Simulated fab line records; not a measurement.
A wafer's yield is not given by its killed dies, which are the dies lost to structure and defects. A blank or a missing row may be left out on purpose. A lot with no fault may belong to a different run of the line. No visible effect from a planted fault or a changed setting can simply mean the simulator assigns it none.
A struck lot beside a sound one -- flow sky130 -- 35 steps out of a route of 708
Sound: the wafers L425.2, L425.3, L425.6. Struck: wafer L437.5. (L437.1, L437.2 of the same lot were not struck and are left out.) The cause comes at the end.
Per side, at each step with rows, come the tool, then ch with its chambers, and then its first start. Under that, the readings that differ: sound wafers -- struck wafers -- difference of the means -- sigmas: that difference in standard deviations of wafers without a fault.
alike: words and numbers the same on both sides, and readings whose means are apart by under 2 such deviations; not compared: readings that were withheld, readings missing a value for some wafer, numbers with overlapping values and no deviation given by the record, and bounds like >300 which may hide the same value.
Wherever a step has rows on one side only, a row that says differs or no value, or a row with sigmas, the two part there. Numbers that don't overlap but have no deviation are shown without sigmas and don't part them. Lack of a reading on every wafer of one side parts them only where that side has two or more wafers.

first, 6 steps without rows for these wafers: SKY_METAL5_HMDS_08 (prime time 60 s); SKY_METAL5_COAT_09 (resist thk 1800 nm); SKY_METAL5_SOFTBAKE_10 (time 60 s); SKY_METAL5_EXPOSE_11 (exposes mask MM5, target cd 1600 nm); SKY_METAL5_PEB_12; SKY_METAL5_DEVELOP_13 (develop time 60 s).
SKY_METAL5_DESCUM_14: chemistry O2, time 11 s.
  sound on rie metal-02 ch 1, day 46 05:22; struck on rie metal-01 ch 0, day 48 21:10
reading,sound,struck,difference,sigmas
oes product au (a.u.),0.971 0.989 0.983,1.035,+0.054,+3
  alike: drypump motor current A, he backside leak sccm
  not compared: rf hours counter h
SKY_METAL5_METAL_ETCH_15: etches the open film in Cl2/BCl3, stops on SiO2, target depth 1260 nm, time 252 s.
  sound on rie metal-02 ch 1, day 46 05:30; struck on rie metal-01 ch 0, day 48 21:12
reading,sound,struck,difference,sigmas
oes product au (a.u.),0.895 0.892 0.901,0.880,-0.016,-3
  alike: drypump motor current A, he backside leak sccm, mfc cl2 sccm, throttle valve pct
  not compared: rf hours counter h
then, 4 steps without rows for these wafers: SKY_METAL5_STRIP_16 (strips in O2/N2); SKY_METAL5_STRIP_17 (strips in post etch residue remover, time 1200 s); SKY_METAL5_CLEAN_18 (cleans in IPA, time 180 s); SKY_METAL5_CLEAN_19 (cleans in O3/DIW).
SKY_PASSIVATION_CVD_00: deposits SiO2, target thk 90 nm.
  sound on pecvd-04 ch 0,1, day 46 06:29; struck on pecvd-01 ch 2, day 48 22:01
reading,sound,struck,difference,sigmas
model.SiO2_of_PASSIVATION_CVD_00.thk nm (nm),89.88 87.88 91.56,122.2,+32.4,
  alike: heater power w
SKY_PASSIVATION_THK_MEAS_01:
  struck on film metro-03, day 48 22:03; sound on film metro-03, day 46 06:31
reading,sound,struck,difference,sigmas
PASSIVATION_CVD_00_THK (nm),89.9 87.8 91.5,122.2,+32.5,+25
SKY_PASSIVATION_CVD_02: deposits Si3N4, target thk 540 nm.
  sound on pecvd-02 ch 0,1,2, day 46 06:34; struck on pecvd-02 ch 0, day 48 22:07
  alike: heater power w
SKY_PASSIVATION_THK_MEAS_03:
  struck on film metro-02, day 48 22:20; sound on film metro-01, day 46 06:48
  alike: PASSIVATION_CVD_02_THK
then, 7 steps without rows for these wafers: SKY_PASSIVATION_DEHYDRATE_04 (time 60 s); SKY_PASSIVATION_HMDS_05 (prime time 60 s); SKY_PASSIVATION_COAT_06 (resist thk 3000 nm); SKY_PASSIVATION_SOFTBAKE_07; SKY_PASSIVATION_EXPOSE_08 (exposes mask NSM, target cd 3000 nm); SKY_PASSIVATION_PEB_09; SKY_PASSIVATION_DEVELOP_10 (develop time 60 s).
SKY_PASSIVATION_ETCH_11: etches the open film in CF4/O2, stops on AlCu, target depth 725 nm, time 161.1 s.
  sound on rie diel-01 ch 0,3, day 47 01:43; struck on rie diel-01 ch 3, day 49 15:11
reading,sound,struck,difference,sigmas
oes product au (a.u.),0.961 0.971 0.975,0.999,+0.030,+4
model.etch.depth nm (nm),692.4 694.3 708.4,732,+34,
model.PASSIVATION.feature depth nm (nm),692.4 694.3 708.4,732,+34,
  alike: drypump motor current A, throttle valve pct
  not compared: rf hours counter h
SKY_PASSIVATION_STRIP_12: strips in O2/N2.
  sound on plasma asher-04 ch 0, day 47 01:49; struck on plasma asher-03 ch 0, day 49 15:17
  alike: drypump motor current A, oes product au, strip time to endpoint s
  not compared: rf hours counter h
then, 7 steps without rows for these wafers: SKY_PAD_OPEN_DEHYDRATE_00 (time 60 s); SKY_PAD_OPEN_HMDS_01 (prime time 60 s); SKY_PAD_OPEN_COAT_02 (resist thk 3000 nm); SKY_PAD_OPEN_SOFTBAKE_03; SKY_PAD_OPEN_EXPOSE_04 (exposes mask PDM, target cd 60000 nm); SKY_PAD_OPEN_PEB_05; SKY_PAD_OPEN_DEVELOP_06 (develop time 60 s).
SKY_PAD_OPEN_ETCH_07: etches the open film in CF4/O2, stops on AlCu, target depth 725 nm, time 161.1 s.
  sound on rie diel-01 ch 0,2,3, day 47 21:41; struck on rie diel-04 ch 0, day 50 07:59
reading,sound,struck,difference,sigmas
oes product au (a.u.),0.967 0.969 0.989,0.992,+0.017,+2
throttle valve pct (%),5.969 5.948 5.969,5.982,+0.020,+2
model.etch.depth nm (nm),692.4 694.3 708.4,717.2,+18.8,
model.PAD_OPEN.feature depth nm (nm),692.4 694.3 708.4,717.2,+18.8,
  alike: drypump motor current A
  not compared: rf hours counter h
SKY_PAD_OPEN_STRIP_08: strips in O2/N2.
  sound on plasma asher-01 ch 0,1, day 47 21:47; struck on plasma asher-02 ch 0, day 50 08:05
reading,sound,struck,difference,sigmas
drypump motor current A (A),5.42 5.43 5.46,5.80,+0.36,+2
  alike: oes product au
  not compared: rf hours counter h
SKY_PAD_OPEN_PROBE_99:
  sound wafers here have rows in the record (prober-02, day 48 00:22); struck ones have none

WHERE THEY PART
At SKY_METAL5_DESCUM_14 first; at SKY_PAD_OPEN_PROBE_99 last (within this record only).

WHY: the cause the simulator had injected
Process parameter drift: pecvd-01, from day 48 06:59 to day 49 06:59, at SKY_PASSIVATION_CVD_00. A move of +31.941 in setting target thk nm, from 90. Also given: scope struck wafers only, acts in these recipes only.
